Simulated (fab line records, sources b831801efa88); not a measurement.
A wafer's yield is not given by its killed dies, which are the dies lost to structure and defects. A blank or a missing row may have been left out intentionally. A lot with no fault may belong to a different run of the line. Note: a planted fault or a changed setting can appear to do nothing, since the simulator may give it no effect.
Which of the tools did it? + flow sky130 + Sampling: 11 lots, 33 wafers, 4 of 708 route steps

WHAT EACH GAUGE READ, for each wafer
SKY_LOCAL_INTERCONNECT_RS_MEAS_01: the measuring method here is four-point-probe. Usual: LOCAL_INTERCONNECT_TIN_RS typically reads 14.06 ohm/sq, with standard deviation 0.21.
| lot  | measured     | on            | LOCAL_INTERCONNECT_TIN_RS (ohm/sq) | flag |
|------|--------------|---------------|------------------------------------|------|
| L940 | day 30 11:36 | film metro-02 | 14.01 13.94 13.82                  |      |
| L941 | day 30 23:53 | film metro-02 | 13.93 14.08 14.04                  |      |
| L943 | day 31 12:07 | film metro-04 | 14.20 14.20 14.26                  |      |
| L942 | day 31 13:52 | film metro-02 | 13.97 13.95 14.01                  |      |
| L944 | day 31 21:29 | film metro-04 | 14.22 14.08 14.22                  |      |
| L946 | day 32 04:11 | film metro-01 | 14.09 13.87 14.33                  |      |
| L949 | day 33 04:58 | film metro-04 | 13.76 13.93 13.71                  |      |
| L957 | day 35 04:52 | film metro-01 | 14.20 13.82 13.86                  |      |
| L958 | day 35 10:50 | film metro-02 | 13.58 13.87 13.60                  |      |
| L959 | day 36 00:49 | film metro-04 | 14.29 14.12 13.89                  |      |
| L961 | day 36 09:05 | film metro-04 | 14.10 14.24 14.05                  |      |

SKY_LOCAL_INTERCONNECT_OVL_MEAS_12. Usual: LOCAL_INTERCONNECT_OVL typically reads 4 nm, with standard deviation 5.3.
| lot  | measured     | on         | LOCAL_INTERCONNECT_OVL (nm) | flag |
|------|--------------|------------|-----------------------------|------|
| L940 | day 31 15:57 | overlay-01 | 8 8 8                       |      |
| L941 | day 32 04:04 | overlay-02 | 13 7 6                      |      |
| L943 | day 32 15:46 | overlay-02 | 3 -5 5                      |      |
| L942 | day 32 17:00 | overlay-02 | 7 -5 5                      |      |
| L944 | day 33 00:41 | overlay-01 | 5 3 3                       |      |
| L946 | day 33 07:10 | overlay-01 | 5 10 13                     |      |
| L949 | day 34 07:48 | overlay-02 | 2 -1 -5                     |      |
| L957 | day 36 07:28 | overlay-01 | 3 6 3                       |      |
| L958 | day 36 12:58 | overlay-02 | -3 -5 -1                    |      |
| L959 | day 37 02:01 | overlay-02 | -7 7 -1                     |      |
| L961 | day 37 11:02 | overlay-01 | 5 7 7                       |      |

WHAT TOOL EACH LOT RAN ON (gives the tool, then ch and the chambers of the sampled wafers, and finally the start)
| lot  | SKY_LI_CONTACT_ETCH_15             | SKY_LOCAL_INTERCONNECT_COAT_05    |
|------|------------------------------------|-----------------------------------|
| L940 | rie diel-01 ch 0,1,2, day 30 10:22 | litho track-01 ch 0, day 31 01:08 |
| L941 | rie diel-02 ch 0,1,2, day 30 22:38 | litho track-03 ch 0, day 31 13:49 |
| L943 | rie diel-01 ch 0,2,3, day 31 10:56 | litho track-03 ch 0, day 32 02:01 |
| L942 | rie diel-01 ch 0,3, day 31 12:41   | litho track-03 ch 0, day 32 03:07 |
| L944 | rie diel-01 ch 2,3, day 31 20:17   | litho track-03 ch 0, day 32 10:44 |
| L946 | rie diel-04 ch 0,1, day 32 02:59   | litho track-01 ch 0, day 32 17:07 |
| L949 | rie diel-04 ch 1,2, day 33 03:46   | litho track-03 ch 0, day 33 18:19 |
| L957 | rie diel-02 ch 1,2,3, day 35 03:41 | litho track-04 ch 0, day 35 17:50 |
| L958 | rie diel-01 ch 1,2,3, day 35 09:38 | litho track-04 ch 0, day 35 23:46 |
| L959 | rie diel-04 ch 1,2, day 35 23:38   | litho track-03 ch 0, day 36 13:16 |
| L961 | rie diel-02 ch 0,1,3, day 36 07:53 | litho track-03 ch 0, day 36 21:22 |
- SKY_LI_CONTACT_ETCH_15: etches PSG in C4F8/O2/Ar, stops on Si, target depth 600 nm.
- SKY_LOCAL_INTERCONNECT_COAT_05: resist thk 60 nm.

AS READ BY THE TOOLS THEMSELVES (means over the sampled wafers that have a number; for cases with no such wafer, the mark the record gives instead)
SKY_LI_CONTACT_ETCH_15. Usual: oes product au reads 0.837 a.u. (standard deviation 0.0045).
| lot  | tool        | oes product au (a.u.) | flag |
|------|-------------|-----------------------|------|
| L940 | rie diel-01 | 0.840                 |      |
| L941 | rie diel-02 | 0.838                 |      |
| L943 | rie diel-01 | 0.835                 |      |
| L942 | rie diel-01 | 0.839                 |      |
| L944 | rie diel-01 | 0.838                 |      |
| L946 | rie diel-04 | 0.838                 |      |
| L949 | rie diel-04 | 0.831                 |      |
| L957 | rie diel-02 | 0.834                 |      |
| L958 | rie diel-01 | 0.833                 |      |
| L959 | rie diel-04 | 0.839                 |      |
| L961 | rie diel-02 | 0.838                 |      |

THE ANSWER, worked out from the rows above alone
Rule: take the mean of a lot's wafers that have a number; if it is more than 3 standard deviations from the usual mean, the lot is off. A lot without any number at a reading at which 4 lots or more have one is off too. The other lots that the step has rows for count as sound. The gauges are gone through in route order, then the tools' own readings, and for those a lot's mean is taken as printed above. The first step at which some lot is off is used, and at that step the reading that is off furthest; a lot without a number counts as furthest.
No lot is off at any reading shown: from this, nothing can be told.

WHAT THE SIMULATOR HAD PUT IN
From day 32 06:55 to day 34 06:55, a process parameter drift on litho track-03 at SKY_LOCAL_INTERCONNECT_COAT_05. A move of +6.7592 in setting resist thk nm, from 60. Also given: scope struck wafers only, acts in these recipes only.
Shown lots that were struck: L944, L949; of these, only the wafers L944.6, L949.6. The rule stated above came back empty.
